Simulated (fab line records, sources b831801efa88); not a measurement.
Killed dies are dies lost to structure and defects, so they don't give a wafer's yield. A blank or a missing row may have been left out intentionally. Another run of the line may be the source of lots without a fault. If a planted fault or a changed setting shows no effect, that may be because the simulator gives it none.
fab line records | flow gf180mcu
[record] lots = 6 wafers = 18 last_day = 34
route steps=602 shown TOP_METAL@571 PASSIVATION@602
lots that met no fault: taken from a fault-free run of the same line
start_h: hours from the record's opening day to when the first of the lot's shown wafers began | wait_h: hours from the lot's prior step to this one | " the same as in the row above | L1.1+2: several wafers, shown together as one row | - no value, or no start was given | * or withheld: withheld | < > ~ a bound
route shown NAME@n: NAME is a module with steps in the file, n the number in the route of the first one | usual: mean and standard deviation over wafers with no fault | same: alike in all rows | chamber/n: place in a boat | sites: per-site readings | _std_site: standard deviation of those values | _edge_site: outer sites' mean less inner sites' | radius_mm: for every site, how far away it sits from the centre of the wafer | mask NAME#n: copy n | behind: the most recent tool/chamber to have shaped the wafer | hold: why the lot went on hold/how many hours it stayed there/how the hold came to an end | device: the n, p or np transistor that did not switch | end of line: the route-end tests of the same wafers | a step given without rows: its recipe and nothing more | killed: not the wafer's yield, but the dies lost to structure and defects at the first sort | map: the dies of a wafer, with x for killed, . for not killed, _ for no die there
set.NAME: the run value of the setting; set.NAME@STEP: its run value at that earlier step | model.NAME: the simulator's own value behind a step, which no gauge read
lots at some steps of the route; a table a step, a row a wafer
services: when a tool's chamber went out of use (start_h, in hours from the record's first day, below 0 if earlier), for how many hours, and the reason
[[steps]]
[step GF_TOP_METAL_SPUTTER_04]
[recipe] material = TiN target_thk_nm = 25 power_w = 6500 time_s = 20.8 chamber_pressure_pa = 0.4
[usual] throttle_valve_pct = 29.7/1.4
// columns lot.wafer tool chamber start_h wait_h throttle_valve_pct
L675.2 pvd_sputter-04 - 673.51 0.0 29.3
L675.3 " - " " 27.5
L675.5 " - " " 29.6
L676.2 pvd_sputter-04 - 676.70 0.0 29.4
L676.3 " - " " 29.5
L676.4 " - " " 30.2
L679.1 pvd_sputter-01 - 703.22 0.0 29.5
L679.2 " - " " 32.2
L679.3 " - " " 30.9
L683.1 pvd_sputter-01 - 726.75 0.0 29.6
L683.5 " - " " 29.4
L683.6 " - " " 27.7
L684.4 pvd_sputter-04 - 732.96 0.0 27.2
L684.5 " - " " 29.5
L684.6 " - " " 29.4
L689.4 pvd_sputter-01 - 772.30 0.0 27.4
L689.5 " - " " 29.7
L689.6 " - " " 30.9
[step GF_TOP_METAL_RS_MEAS_05]
[recipe] thk_meas_gauge = four-point-probe reads = TiN_of_TOP_METAL_SPUTTER_04+Ti_of_TOP_METAL_SPUTTER_03+AlCu_of_TOP_METAL_SPUTTER_02+TiN_of_TOP_METAL_SPUTTER_01+Ti_of_TOP_METAL_SPUTTER_00
[usual] TOP_METAL_ALCU_RS = 0.0328/0.00034
// columns lot.wafer tool chamber start_h wait_h TOP_METAL_ALCU_RS[ohm/sq]
L675.2 film_metro-02 - 673.56 0.0 0.0326
L675.3 " - " " 0.0326
L675.5 " - " " 0.0327
L676.2 film_metro-02 - 676.74 0.0 0.0331
L676.3 " - " " 0.0330
L676.4 " - " " 0.0329
L679.1 film_metro-03 - 703.25 0.0 0.0326
L679.2 " - " " 0.0330
L679.3 " - " " 0.0332
L683.1 film_metro-03 - 726.78 0.0 0.0327
L683.5 " - " " 0.0326
L683.6 " - " " 0.0331
L684.4 film_metro-02 - 733.03 0.1 0.0323
L684.5 " - " " 0.0323
L684.6 " - " " 0.0326
L689.4 film_metro-03 - 772.39 0.1 0.0326
L689.5 " - " " 0.0325
L689.6 " - " " 0.0328
[step GF_TOP_METAL_THK_MEAS_06]
[recipe] thk_meas_gauge = xrf reads = AlCu_of_TOP_METAL_SPUTTER_02
[usual] TOP_METAL_ALCU_THK = 901/12
// columns lot.wafer tool chamber start_h wait_h TOP_METAL_ALCU_THK[nm]
L675.2 film_metro-02 - 673.67 0.1 899
L675.3 " - " " 900
L675.5 " - " " 896
L676.2 film_metro-02 - 676.85 0.1 886
L676.3 " - " " 884
L676.4 " - " " 890
L679.1 film_metro-03 - 703.37 0.1 904
L679.2 " - " " 896
L679.3 " - " " 889
L683.1 film_metro-03 - 726.90 0.1 911
L683.5 " - " " 916
L683.6 " - " " 897
L684.4 film_metro-02 - 733.12 0.1 901
L684.5 " - " " 904
L684.6 " - " " 895
L689.4 film_metro-03 - 772.48 0.1 911
L689.5 " - " " 919
L689.6 " - " " 906
[step GF_TOP_METAL_DEHYDRATE_07]
[recipe] temp_c = 200 time_s = 60
[step GF_TOP_METAL_HMDS_08]
[recipe] prime_time_s = 60 prime_temp_c = 120
[step GF_TOP_METAL_COAT_09]
[recipe] resist = NOVOLAK spin_rpm = 3000 resist_thk_nm = 1500
[step GF_TOP_METAL_SOFTBAKE_10]
[recipe] temp_c = 90 time_s = 60 resist = NOVOLAK
[step GF_TOP_METAL_EXPOSE_11]
[recipe] mask_id = MetalTop target_cd_nm = 440 na = 0.6 source_shape = conventional sigma_outer = 0.6 dose_mj = 170
[step GF_TOP_METAL_PEB_12]
[recipe] temp_c = withheld time_s = * resist = NOVOLAK
[step GF_TOP_METAL_DEVELOP_13]
[recipe] develop_time_s = 60 dev_temp_c = 23
[step GF_TOP_METAL_CD_MEAS_14]
[recipe] target_cd_nm = 440
[usual] cd_nm = 440.4/2
// columns lot.wafer tool chamber start_h wait_h cd_nm
L675.2 cd_sem-01 - 693.09 0.1 442.7
L675.3 " - " " 442.3
L675.5 " - " " 443.5
L676.2 cd_sem-02 - 696.22 0.1 439.3
L676.3 " - " " 438.0
L676.4 " - " " 437.1
L679.1 cd_sem-01 - 720.87 0.1 441.0
L679.2 " - " " 442.0
L679.3 " - " " 441.0
L683.1 cd_sem-02 - 743.72 0.1 444.4
L683.5 " - " " 443.5
L683.6 " - " " 445.4
L684.4 cd_sem-01 - 749.40 0.1 440.2
L684.5 " - " " 438.5
L684.6 " - " " 440.2
L689.4 cd_sem-02 - 787.25 0.1 438.3
L689.5 " - " " 441.1
L689.6 " - " " 440.1
[step GF_TOP_METAL_OVL_MEAS_15]
[usual] TOP_METAL_OVL = 0.4/1.4
// columns lot.wafer tool chamber start_h wait_h TOP_METAL_OVL[nm]
L675.2 overlay-02 - 693.19 0.1 -0.1
L675.3 " - " " -0.4
L675.5 " - " " -1.8
L676.2 overlay-02 - 696.32 0.1 0.7
L676.3 " - " " 0.8
L676.4 " - " " 0.6
L679.1 overlay-01 - 720.99 0.1 1.8
L679.2 " - " " 0.0
L679.3 " - " " 0.8
L683.1 overlay-01 - 743.84 0.1 3.0
L683.5 " - " " 0.0
L683.6 " - " " 1.7
L684.4 overlay-01 - 749.48 0.1 1.7
L684.5 " - " " 0.3
L684.6 " - " " -0.1
L689.4 overlay-02 - 787.33 0.1 0.5
L689.5 " - " " 1.4
L689.6 " - " " -0.7
[step GF_TOP_METAL_METAL_ETCH_16]
[recipe] chemistry = Cl2/BCl3 mask_material = NOVOLAK target_depth_nm = 1077.5 stop_on = SiO2 pressure_mtorr = 8 icp_w = 800 bias_w = 140 Cl2_flow_sccm = 80 bcl3_flow_sccm = 40 time_s = 179.6
[usual] drypump_motor_current_A = 5.6/0.38 oes_product_au = 0.965/0.007 rf_fwd_power_W = 797.2/2.4 throttle_valve_pct = 28.258/0.0097
// columns lot.wafer tool chamber start_h wait_h drypump_motor_current_A oes_product_au rf_fwd_power_W rf_hours_counter_h throttle_valve_pct model.TOP_METAL.feature_depth_nm model.etch.depth_nm model.NOVOLAK_of_TOP_METAL_COAT_09.thk_nm
L675.2 rie_metal-02 1 693.22 0.0 5.7 0.963 796.6 7 28.255 1025 1025 1076
L675.3 " 0 " " 6.2 0.973 796.1 - 28.248 1027 1027 1080
L675.5 " 0 " " 6.2 0.958 796.6 - 28.245 1021 1021 1078
L676.2 rie_metal-02 0 696.35 0.0 6.2 0.897 669.9 9 28.325 916.6 916.6 1128
L676.3 " 0 " " 6.2 0.903 669.1 - 28.322 915.4 915.4 1132
L676.4 " 1 " " 5.7 0.967 795.1 - 28.265 1018 1018 1065
L679.1 rie_metal-02 0 721.02 0.0 6.2 0.912 670.5 10 28.309 926.5 926.5 1128
L679.2 " 1 " " 5.7 0.972 796.2 8 28.271 1014 1014 1066
L679.3 " 1 " " 5.7 0.952 801.2 - 28.247 1009 1009 1071
L683.1 rie_metal-03 0 743.87 0.0 5.7 0.967 799.6 0 28.257 1024 1024 1058
L683.5 " 1 " " 5.5 0.973 796.8 - 28.241 1029 1029 1060
L683.6 " 0 " " 5.6 0.957 799.2 - 28.252 1012 1012 1062
L684.4 rie_metal-03 0 749.56 0.1 5.7 0.971 797.1 - 28.238 1034 1034 1073
L684.5 " 0 " " 5.7 0.968 798.1 - 28.256 1036 1036 1067
L684.6 " 1 " " 5.5 0.978 796.7 - 28.241 1029 1029 1066
L689.4 rie_metal-04 1 787.41 0.1 5.0 0.972 797.1 - 28.249 1024 1024 1067
L689.5 " 1 " " 5.0 0.970 797.3 - 28.244 1032 1032 1077
L689.6 " 0 " " 5.4 0.957 803.1 - 28.259 1022 1022 1075
[step GF_TOP_METAL_STRIP_17]
[recipe] chemistry = O2/N2 power_w = 1400 pressure_mtorr = 1500 platen_temp_c = 250 o2_flow_sccm = 3000 n2_flow_sccm = 300 overash_fraction = 0.5
[usual] drypump_motor_current_A = 5.4/0.48 heater_power_w = 353/64 oes_product_au = 0.710/0.0043 strip_time_to_endpoint_s = 13.45/0.062
// columns lot.wafer tool chamber start_h wait_h drypump_motor_current_A heater_power_w oes_product_au rf_hours_counter_h strip_time_to_endpoint_s
L675.2 plasma_asher-04 0 693.40 0.1 5.8 272 0.715 107 13.53
L675.3 " 0 " " 5.8 276 0.714 - 13.56
L675.5 " 0 " " 5.8 283 0.712 - 13.55
L676.2 plasma_asher-04 1 696.53 0.1 4.7 388 0.704 108 14.14
L676.3 " 1 " " 4.7 388 0.713 - 14.17
L676.4 " 0 " " 5.8 278 0.712 - 13.40
L679.1 plasma_asher-04 0 721.20 0.1 5.8 275 0.708 110 14.15
L679.2 " 1 " " 4.7 383 0.708 110 13.41
L679.3 " 0 " " 5.8 269 0.709 - 13.48
L683.1 plasma_asher-02 1 744.05 0.1 4.9 335 0.706 70 13.33
L683.5 " 1 " " 4.9 346 0.710 - 13.34
L683.6 " 0 " " 5.9 487 0.711 - 13.37
L684.4 plasma_asher-01 1 749.71 0.1 5.4 330 0.712 - 13.49
L684.5 " 0 " " 5.7 308 0.712 - 13.43
L684.6 " 1 " " 5.4 344 0.711 - 13.41
L689.4 plasma_asher-01 1 787.56 0.1 5.4 349 0.714 - 13.42
L689.5 " 0 " " 5.7 302 0.716 - 13.53
L689.6 " 1 " " 5.4 347 0.711 - 13.53
[step GF_TOP_METAL_STRIP_18]
[recipe] chemistry = post_etch_residue_remover time_s = 1200 temp_c = 71.82
[step GF_PASSIVATION_PROBE_99]
// columns lot.wafer tool chamber start_h wait_h model.etest.nmos_6p0_nat.short model.etest.ring_6p0.no_ring model.etest.nplus_sal.short model.etest.iso_pplus_pwell.over_limit model.etest.met_top.short model.etest.via5_chain.short model.etest.met2_comb.over_limit model.etest.nmos_3p3.over_limit
L675.2+3+5 prober-02 - 714.18 0.1 0 0 0 0 0 0 0 0
L676.2+3 prober-01 - 717.75 0.1 1 1 1 1 1 1 1 1
L676.4 prober-01 - 717.85 0.2 0 0 0 0 0 0 0 0
L679.1 prober-02 - 741.20 0.1 1 1 1 1 1 1 1 1
L679.2+3 prober-02 - 741.25 0.1 0 0 0 0 0 0 0 0
L683.1+5+6 prober-02 - 763.75 0.1 0 0 0 0 0 0 0 0
L684.4+5+6 prober-01 - 768.95 0.2 0 0 0 0 0 0 0 0
L689.4+5+6 prober-02 - 805.95 0.2 0 0 0 0 0 0 0 0
// killed by level:class
L675.2 V1:geometric_particle:open=9 V2:geometric_particle:open=8 STI:geometric_particle:open=4 CONTACT:geometric_particle:open=3 V3:geometric_particle:open=3 V5:geometric_particle:open=3 V4:geometric_particle:open=2 M1:geometric_particle:short=2
L675.3 CONTACT:geometric_particle:open=7 V3:geometric_particle:open=6 V5:geometric_particle:open=6 V3:geometric_particle:short=4 V5:geometric_particle:short=3 V1:geometric_particle:open=3 STI:geometric_particle:short=2 CONTACT:geometric_particle:short=2
L675.5 V2:geometric_particle:open=6 M2:geometric_particle:short=3 V1:geometric_particle:open=3 V3:geometric_particle:short=3 M5:geometric_particle:short=3 STI:geometric_particle:short=2 SALICIDE:geometric_particle:open=2 CONTACT:geometric_particle:open=2
L683.1 STI:geometric_particle:short=7 V5:geometric_particle:open=6 V3:geometric_particle:open=5 M5:geometric_particle:short=4 CONTACT:geometric_particle:open=3 V1:geometric_particle:open=3 STI:geometric_particle:open=2 V4:geometric_particle:short=2
L683.5 CONTACT:geometric_particle:open=6 V1:geometric_particle:open=6 STI:geometric_particle:short=4 M1:geometric_particle:short=4 V4:geometric_particle:open=4 V3:geometric_particle:open=3 M4:geometric_particle:short=3 V5:geometric_particle:open=3
L683.6 CONTACT:geometric_particle:open=9 STI:geometric_particle:short=6 V4:geometric_particle:open=6 V1:geometric_particle:open=5 STI:geometric_particle:open=4 V2:geometric_particle:open=4 M1:geometric_particle:short=4 V5:geometric_particle:open=4
L684.4 CONTACT:geometric_particle:open=5 V4:geometric_particle:open=5 V2:geometric_particle:open=4 V1:geometric_particle:short=3 V1:geometric_particle:open=3 V3:geometric_particle:short=3 CONTACT:geometric_particle:short=2 M2:geometric_particle:short=2
L684.5 V1:geometric_particle:open=6 STI:geometric_particle:short=4 M2:geometric_particle:short=4 V2:geometric_particle:open=4 V4:geometric_particle:open=3 V5:geometric_particle:open=3 V5:geometric_particle:short=3 STI:geometric_particle:open=2
L684.6 V2:geometric_particle:open=5 CONTACT:geometric_particle:short=4 CONTACT:geometric_particle:open=3 V3:geometric_particle:open=3 M4:geometric_particle:short=3 V4:geometric_particle:open=3 TOP_METAL:geometric_particle:short=3 M2:geometric_particle:short=2
L689.4 V3:geometric_particle:open=6 CONTACT:geometric_particle:open=5 STI:geometric_particle:open=3 M1:geometric_particle:short=3 V1:geometric_particle:open=3 V4:geometric_particle:open=3 V5:geometric_particle:open=3 CONTACT:geometric_particle:short=2
L689.5 V1:geometric_particle:open=6 CONTACT:geometric_particle:open=4 V2:geometric_particle:short=4 V5:geometric_particle:open=4 STI:geometric_particle:open=3 M2:geometric_particle:short=3 V2:geometric_particle:open=3 V4:geometric_particle:open=3
L689.6 CONTACT:geometric_particle:open=8 V2:geometric_particle:open=6 V4:geometric_particle:open=5 CONTACT:geometric_particle:short=4 M1:geometric_particle:short=4 V5:geometric_particle:open=4 SALICIDE:geometric_particle:short=3 V3:geometric_particle:short=3
[[services]]
// columns tool chamber start_h hours kind
pvd_sputter-04 - 660.01 0.6 repair
plasma_asher-04 - 662.68 1.1 repair
rie_metal-02 - 664.45 1.2 repair
pvd_sputter-01 3 666.02 - consumable_replace:kit
pvd_sputter-01 3 666.02 18.0 scheduled_down
pvd_sputter-01 3 666.02 18.0 vent_cycle
pvd_sputter-01 - 704.60 5.4 repair
rie_metal-03 - 717.92 10.0 pm
pvd_sputter-04 0 718.11 - consumable_replace:kit
pvd_sputter-04 0 718.11 18.0 scheduled_down
pvd_sputter-04 0 718.11 18.0 vent_cycle
plasma_asher-01 - 731.25 2.0 repair
plasma_asher-04 - 733.75 9.0 pm
plasma_asher-04 0 733.75 9.0 vent_cycle
plasma_asher-04 1 733.75 9.0 vent_cycle
plasma_asher-04 0 742.75 - clean
plasma_asher-04 1 742.75 - clean
pvd_sputter-04 - 752.08 3.1 repair
pvd_sputter-04 - 756.77 1.8 repair
plasma_asher-01 - 767.05 2.8 pm
rie_metal-04 - 768.47 0.7 repair
rie_metal-03 - 768.61 14.6 pm
plasma_asher-04 - 784.40 1.5 repair
plasma_asher-02 - 787.39 2.7 repair
[[key]]
[first_sign] step = GF_TOP_METAL_METAL_ETCH_16 reading = rf_fwd_power_W direction = down sigmas = 52 usual = 797.2 struck = 669.8
[effect] step = GF_TOP_METAL_METAL_ETCH_16 reading = oes_product_au direction = down sigmas = 8.7 usual = 0.965 struck = 0.904
[effect] step = GF_TOP_METAL_STRIP_17 reading = strip_time_to_endpoint_s direction = up sigmas = 11 usual = * struck = *
[model_effect] step = GF_TOP_METAL_METAL_ETCH_16 value = TOP_METAL.feature_depth_nm without = 1016 struck = 919.5
[model_effect] step = GF_PASSIVATION_PROBE_99 value = etest.nmos_6p0_nat.short without = 0 struck = 1
met_at GF_TOP_METAL_METAL_ETCH_16
struck_wafers L676.2,L676.3,L679.1
sort_left_out L676.2,L676.3,L679.1
onset_between 693.22 696.35
[fault] kind = process_parameter_drift tool = rie_metal-02 chamber = 0 onset_h = 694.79 steps = GF_TOP_METAL_METAL_ETCH_16 channel = icp_w offset = -128 shape = step end_h = 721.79 acts_in = these_recipes_only stated = 800
// sort_left_out: the simulated sort isn't trusted on such a fault, so these wafers' sort isn't shown, and their yield isn't known
